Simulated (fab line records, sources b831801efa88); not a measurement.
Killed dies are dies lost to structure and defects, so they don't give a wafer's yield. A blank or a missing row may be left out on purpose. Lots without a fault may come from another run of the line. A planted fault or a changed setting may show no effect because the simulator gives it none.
fab line records | flow gf180mcu
record lots=11 wafers=33 last_day=34
route steps=602 shown V1@337 V2@383 V3@431
lots that met no fault: from a run of the same line without faults
start_h: hours from the record's first day to the start of the lot's first wafer shown | wait_h: hours since the lot's step before | " the same as in the row above | L1.1+2: a row that stands for several wafers | - no value, or no start given | * or withheld: withheld | < > ~ a bound
route shown NAME@n: a module of which the file shows steps, and the number in the route of the first | usual: mean/standard deviation of fault-free wafers | same: alike in all rows | chamber/n: place in a boat | sites: the reading at each site | _std_site: their standard deviation | _edge_site: outer sites' mean less inner sites' | radius_mm: how far each site lies from the wafer's centre | mask NAME#n: copy n | behind: the tool/chamber that last shaped the wafer | hold: why the lot was held/for how many hours/how that ended | device: the transistor (n, p or np) that didn't switch | end of line: the same wafers' tests at the end of the route | a step without rows: its recipe alone | killed: dies lost to structure and defects at the first sort, not the wafer's yield | map: a wafer's dies, x killed, . not, _ none there
set.NAME: the setting as run; set.NAME@STEP: as run at that earlier step | model.NAME: the simulator's own value behind a step, which no gauge read
steps of the route over a sample of lots; a table a step, a row a wafer
services: from which hour (start_h, from the record's first day; less than 0 if before it) a tool's chamber was out of use, for how many hours, and why
## steps
# step GF_V1_CVD_02
# recipe material=SiO2 target_thk_nm=850 precursor=TEOS temp_c=400 time_s=94.851 rf_w=600
# usual heater_power_w=650/71
# columns lot.wafer tool chamber start_h wait_h heater_power_w
L956.4 pecvd-02 0 381.24 0.1 675
L956.5 " 1 " " 574
L956.6 " 2 " " 769
L957.2 pecvd-01 1 384.28 0.0 680
L957.3 " 0 " " 735
L957.6 " 0 " " 750
L958.1 pecvd-01 1 397.91 0.1 600
L958.3 " 0 " " 758
L958.4 " 0 " " 785
L959.1 pecvd-04 2 411.18 0.1 590
L959.5 " 1 " " 605
L959.6 " 0 " " 721
L960.1 pecvd-04 0 419.18 0.1 669
L960.2 " 1 " " 546
L960.5 " 1 " " 570
L961.1 pecvd-02 2 425.42 0.1 695
L961.2 " 0 " " 656
L961.6 " 2 " " 744
L962.1 pecvd-02 2 440.37 0.1 718
L962.5 " 0 " " 538
L962.6 " 2 " " 744
L972.2 pecvd-01 2 539.63 0.0 650
L972.4 " 2 " " 514
L972.5 " 1 " " 584
L974.1 pecvd-01 0 550.58 0.1 692
L974.2 " 1 " " 633
L974.6 " 0 " " 739
L976.4 pecvd-02 2 567.66 0.1 762
L976.5 " 1 " " 499
L976.6 " 0 " " 696
L978.1 pecvd-02 1 577.93 0.1 618
L978.4 " 1 " " 479
L978.5 " 2 " " 693
# step GF_V2_THK_MEAS_01
# recipe reads=SiO2_of_V2_CVD_00
# usual V2_CVD_00_THK=599/6.2
# columns lot.wafer tool chamber start_h wait_h V2_CVD_00_THK[nm]
L956.4 film_metro-03 - 431.58 0.0 598
L956.5 " - " " 595
L956.6 " - " " 590
L957.2 film_metro-03 - 434.01 0.0 596
L957.3 " - " " 605
L957.6 " - " " 601
L958.1 film_metro-04 - 448.51 0.0 606
L958.3 " - " " 612
L958.4 " - " " 616
L959.1 film_metro-04 - 461.06 0.0 600
L959.5 " - " " 593
L959.6 " - " " 591
L960.1 film_metro-01 - 470.70 0.0 593
L960.2 " - " " 588
L960.5 " - " " 596
L961.1 film_metro-04 - 478.00 0.1 602
L961.2 " - " " 601
L961.6 " - " " 596
L962.1 film_metro-01 - 491.51 0.0 601
L962.5 " - " " 604
L962.6 " - " " 598
L972.2 film_metro-04 - 587.15 0.1 604
L972.4 " - " " 603
L972.5 " - " " 594
L974.1 film_metro-01 - 597.14 0.1 589
L974.2 " - " " 590
L974.6 " - " " 591
L976.4 film_metro-03 - 612.64 0.0 594
L976.5 " - " " 595
L976.6 " - " " 588
L978.1 film_metro-03 - 623.12 0.0 599
L978.4 " - " " 604
L978.5 " - " " 596
# step GF_V2_CMP_04
# recipe material=SiO2 down_force_psi=4 platen_rpm=60 pad_velocity_m_s=0.94248
# usual motor_current_A=12.0/1.9 time_to_endpoint_s=80/4.7
# columns lot.wafer tool chamber start_h wait_h motor_current_A time_to_endpoint_s
L956.4 cmp-01 0 431.79 0.1 11.3 78
L956.5 " 3 " " 11.3 78
L956.6 " 0 " " 12.7 77
L957.3 cmp-01 1 434.19 0.0 14.5 79
L957.2 " 3 " " 12.2 81
L957.6 " 2 " " 11.6 89
L958.3 cmp-02 3 448.70 0.0 10.2 75
L958.4 " 0 " " 9.5 85
L958.1 " 1 " " 13.8 82
L959.1 cmp-01 1 461.25 0.1 15.1 76
L959.6 " 1 " " 15.6 84
L959.5 " 2 " " 12.5 88
L960.1 cmp-02 3 470.93 0.1 9.9 82
L960.2 " 1 " " 13.9 81
L960.5 " 3 " " 10.7 84
L961.1 cmp-02 1 478.18 0.1 14.3 76
L961.2 " 2 " " 13.0 78
L961.6 " 1 " " 14.4 81
L962.1 cmp-02 3 491.70 0.1 10.2 77
L962.6 " 3 " " 10.0 79
L962.5 " 0 " " 9.5 81
L972.2 cmp-02 3 587.38 0.1 10.5 77
L972.4 " 1 " " 14.3 53
L972.5 " 3 " " 10.6 56
L974.2 cmp-01 1 597.33 0.0 15.1 75
L974.1 " 3 " " 12.0 80
L974.6 " 2 " " 12.0 79
L976.4 cmp-01 1 612.95 0.2 14.0 83
L976.5 " 2 " " 12.8 86
L976.6 " 3 " " 11.9 82
L978.4 cmp-01 1 623.50 0.2 15.3 81
L978.1 " 3 " " 12.4 81
L978.5 " 1 " " 14.6 81
# step GF_V2_ETCH_17
# recipe chemistry=C4F8/O2/Ar mask_material=KrF target=SiO2 stop_on=TiN source_w=1500 bias_w=1200 pressure_mtorr=40 c4f8_flow_sccm=withheld O2_flow_sccm=6 Ar_flow_sccm=300 time_s=withheld target_depth_a=6300
# usual oes_product_au=0.855/0.0045
# columns lot.wafer tool chamber start_h wait_h oes_product_au
L956.4 rie_diel-01 2 - - 0.858
L956.5 " 2 " " 0.858
L956.6 " 3 " " 0.854
L957.2 rie_diel-02 2 - - 0.857
L957.3 " 3 " " 0.859
L957.6 " 1 " " 0.852
L958.1 rie_diel-03 1 - - 0.855
L958.3 " 0 " " 0.855
L958.4 " 2 " " 0.856
L959.1 rie_diel-03 0 - - 0.849
L959.5 " 0 " " 0.857
L959.6 " 1 " " 0.851
L960.1 rie_diel-02 2 - - 0.857
L960.2 " 1 " " 0.859
L960.5 " 2 " " 0.851
L961.1 rie_diel-01 2 - - 0.862
L961.2 " 0 " " 0.856
L961.6 " 2 " " 0.856
L962.1 rie_diel-01 2 - - 0.855
L962.5 " 1 " " 0.868
L962.6 " 2 " " 0.849
L972.2 rie_diel-01 0 - - 0.851
L972.4 " 1 " " 0.895
L972.5 " 2 " " 0.901
L974.1 rie_diel-01 0 - - 0.857
L974.2 " 1 " " 0.855
L974.6 " 0 " " 0.861
L976.4 rie_diel-03 1 - - 0.851
L976.5 " 0 " " 0.854
L976.6 " 1 " " 0.860
L978.1 rie_diel-01 0 - - 0.866
L978.4 " 1 " " 0.856
L978.5 " 1 " " 0.863
# step GF_V3_CVD_02
# recipe material=SiO2 target_thk_nm=850 precursor=TEOS temp_c=400 time_s=94.851 rf_w=600
# usual heater_power_w=664/80
# columns lot.wafer tool chamber start_h wait_h heater_power_w
L956.4 pecvd-04 0 482.54 0.1 706
L956.5 " 1 " " 650
L956.6 " 2 " " 639
L957.2 pecvd-03 0 484.93 0.0 715
L957.3 " 1 " " 759
L957.6 " 0 " " 768
L958.1 pecvd-04 0 500.41 0.1 714
L958.3 " 1 " " 597
L958.4 " 1 " " 611
L959.1 pecvd-04 2 511.59 0.1 645
L959.5 " 0 " " 601
L959.6 " 1 " " 634
L960.1 pecvd-03 1 521.77 0.1 780
L960.2 " 0 " " 767
L960.5 " 2 " " 523
L961.1 pecvd-01 1 528.36 0.1 727
L961.2 " 2 " " 662
L961.6 " 2 " " 499
L962.1 pecvd-04 0 541.50 0.1 727
L962.5 " 0 " " 615
L962.6 " 1 " " 586
L972.2 pecvd-03 0 631.90 0.0 710
L972.4 " 2 " " 638
L972.5 " 0 " " 733
L974.1 pecvd-01 2 641.25 0.1 662
L974.2 " 1 " " 732
L974.6 " 2 " " 518
L976.4 pecvd-04 0 656.51 0.1 604
L976.5 " 2 " " 629
L976.6 " 1 " " 506
L978.1 pecvd-03 1 666.48 0.1 783
L978.4 " 0 " " 806
L978.5 " 1 " " 640
## services
# columns tool chamber start_h hours kind
cmp-02 - 368.79 1.9 repair
pecvd-01 - 368.88 14.0 pm
cmp-02 - 372.90 6.6 repair
pecvd-01 2 384.61 6.4 repair
pecvd-04 - 390.63 1.0 repair
cmp-01 - 404.21 4.0 pm
pecvd-01 - 407.67 1.5 repair
rie_diel-01 1 435.97 8.4 repair
cmp-01 - 438.71 8.3 pm
rie_diel-01 0 461.42 1.9 repair
rie_diel-01 3 482.97 132.0 repair
pecvd-01 - 488.81 5.5 pm
rie_diel-01 2 490.33 3.8 repair
pecvd-04 - 491.18 0.5 repair
pecvd-01 - 496.53 2.8 pm
rie_diel-01 1 500.20 2.1 repair
cmp-01 - 517.49 1.2 repair
rie_diel-01 - 560.15 28.1 pm
pecvd-04 2 571.19 2.6 repair
cmp-01 - 576.21 5.5 pm
pecvd-04 - 596.80 1.4 repair
pecvd-01 - 627.87 0.9 repair
cmp-01 - 631.04 16.9 pm
pecvd-01 - 633.45 0.8 repair
## key
first_sign step=GF_V2_CMP_04 reading=time_to_endpoint_s direction=down sigmas=5.5 usual=* struck=*
effect step=GF_V2_ETCH_17 reading=oes_product_au direction=up sigmas=9.4 usual=0.855 struck=0.898
met_at GF_V2_CMP_04
struck_lots L972
struck_wafers L972.4,L972.5
not_acting_at GF_V1_CVD_02,GF_V2_THK_MEAS_01,GF_V3_CVD_02
onset_between 491.70 587.38
fault kind=process_parameter_drift tool=cmp-02 chamber=- onset_h=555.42 steps=GF_V2_CMP_04 channel=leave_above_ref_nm offset=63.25 shape=step end_h=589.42 scope=struck_wafers_only acts_in=these_recipes_only stated=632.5
